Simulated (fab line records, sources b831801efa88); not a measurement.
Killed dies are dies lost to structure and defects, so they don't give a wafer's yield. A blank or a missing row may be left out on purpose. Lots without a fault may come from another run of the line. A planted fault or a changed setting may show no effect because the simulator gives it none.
Which tool did it? | flow sky130 | 11 lots, 33 wafers sampled, at 2 steps of a route of 708

WHAT THE GAUGES READ, wafer by wafer
SKY_METAL1_RS_MEAS_05: measures by four-point-probe.
lot  | measured     | on            | METAL1_ALCU_RS (ohm/sq)
L945 | day 31 19:55 | film_metro-04 | 0.1258 0.1268 0.1270
L946 | day 32 15:08 | film_metro-02 | 0.1281 0.1274 0.1267
L951 | day 34 04:38 | film_metro-03 | 0.1251 0.1257 0.1246
L950 | day 34 04:56 | film_metro-03 | 0.1252 0.1277 0.1260
L949 | day 34 05:52 | film_metro-04 | 0.1265 0.1259 0.1255
L956 | day 35 11:13 | film_metro-02 | 0.1277 0.1261 0.1246
L957 | day 35 20:01 | film_metro-04 | 0.1242 0.1247 0.1237
L958 | day 35 23:31 | film_metro-04 | 0.1262 0.1260 0.1265
L962 | day 37 10:08 | film_metro-04 | 0.1257 0.1269 0.1262
L965 | day 38 00:00 | film_metro-02 | 0.1241 0.1252 0.1249
L967 | day 38 15:36 | film_metro-04 | 0.1262 0.1288 0.1274

WHICH TOOL RAN EACH LOT (tool, then ch and the chambers of the sampled wafers, then the start)
lot  | SKY_METAL1_SPUTTER_02
L945 | pvd_sputter-02, day 31 19:47
L946 | pvd_sputter-04, day 32 15:03
L951 | pvd_sputter-02, day 34 04:33
L950 | pvd_sputter-04, day 34 04:51
L949 | pvd_sputter-02, day 34 05:45
L956 | pvd_sputter-02, day 35 11:07
L957 | pvd_sputter-03, day 35 19:55
L958 | pvd_sputter-02, day 35 23:23
L962 | pvd_sputter-03, day 37 10:03
L965 | pvd_sputter-02, day 37 23:55
L967 | pvd_sputter-02, day 38 15:31
- SKY_METAL1_SPUTTER_02: material AlCu, target thk 250 nm, time 13.3 s.

THE ANSWER, worked out from the rows above alone
Rule: what is usual is taken from the lots themselves. Put in order of their means at a reading, lots are off if they are a third of the lots or fewer, leave a main group of 4 or more, and stand apart from it by a gap of 3 or more times the standard deviation of the main group's means; of several such gaps the widest counts. A main group whose means are all the same, to the digits that the tables above print for the reading, isn't used. A lot without any number at a reading at which 4 lots or more have one is off too. The other lots that the step has rows for count as sound.
No lot is off at any reading shown: from this, nothing can be told.

WHAT THE SIMULATOR HAD PUT IN
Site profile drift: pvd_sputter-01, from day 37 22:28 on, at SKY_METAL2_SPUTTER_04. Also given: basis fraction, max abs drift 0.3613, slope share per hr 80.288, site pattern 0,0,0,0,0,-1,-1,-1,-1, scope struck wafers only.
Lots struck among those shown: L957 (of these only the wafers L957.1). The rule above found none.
